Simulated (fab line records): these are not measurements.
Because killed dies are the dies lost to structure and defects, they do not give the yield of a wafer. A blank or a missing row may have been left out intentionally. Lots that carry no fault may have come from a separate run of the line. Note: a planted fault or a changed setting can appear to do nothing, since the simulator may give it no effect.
8D (eight disciplines) problem report, filled in by code	flow sky130	the parts of the form that need people (team, actions taken, sign-off) are left out

## 1. WHAT WENT WRONG
At SKY_METAL2_SOFTBAKE_11, run-length-s averages 126.36 s over 6 wafers from 2 lots, while fault-free wafers read 118.98 s, standard deviation 0.2. That puts it +37 standard deviations away from the usual mean.
The step: time 90 s.
The first sign was on wafer L357.3 at day 38 02:00, on litho-track-01. The record holds 30 wafers of 10 lots with a number at this step. Rule for "out", or "out of limits": more than 4 standard deviations from the usual mean. Any other wafer with a number is counted as sound.

## 2. WHAT THIS IS AND IS NOT
question	is	is not
which readings at this step	run-length-s	-
which lots	L357, L358	L346, L347, L360, L361, L362, L366, L367, L369
which wafers of those lots	all that have a number	-
read on which tools	litho-track-01	litho-track-02, litho-track-03
when	from day 38 02:00	up to then (6 sound wafers); but 18 sound wafers of L360, L361, L362, L366, L367, L369 came after

## 3. SUSPECTS, AND WHAT RULES EACH OUT
Counting: a tool stays on the suspect list if, at a process step up to the reading, it processed all lots that are out and no sound lot following the first of them.
- litho-track-01 at SKY_METAL2_SOFTBAKE_11 (time 90 s): kept. It ran every lot that is out, first L357 (day 38 02:00), and no sound lot after that. Its own run-length-s readings are out on those wafers.
Left after counting: litho-track-01 at SKY_METAL2_SOFTBAKE_11.

## 4. THE CAUSE (what the simulator had put in)
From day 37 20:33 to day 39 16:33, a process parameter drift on litho-track-01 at SKY_METAL2_SOFTBAKE_11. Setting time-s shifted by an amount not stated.
Only this tool survived the counting.

## 5. SEQUENCE OF EFFECTS, ordered by route
Each row: a reading where the mean over the struck wafers with a number is more than 3 standard deviations away from the usual. Only readings whose record carries a usual standard deviation are examined. hours: median over the lots of the time between each lot's start at the first step of this table that gives one and its start at this step. sigmas: the change, counted in usual standard deviations.
hours	step	reading	usual	on struck wafers	change	sigmas
0	SKY_METAL2_SOFTBAKE_11	run-length-s	118.98 s	126.36	+7.38	+37
It contains these process steps:
- SKY_METAL2_SOFTBAKE_11: time 90 s.

## 6. HOW IT WOULD HAVE BEEN CAUGHT EARLIER
5 hours passed between the start of the fault at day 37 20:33 and the first reading out of limits in this record, taken at day 38 02:00.
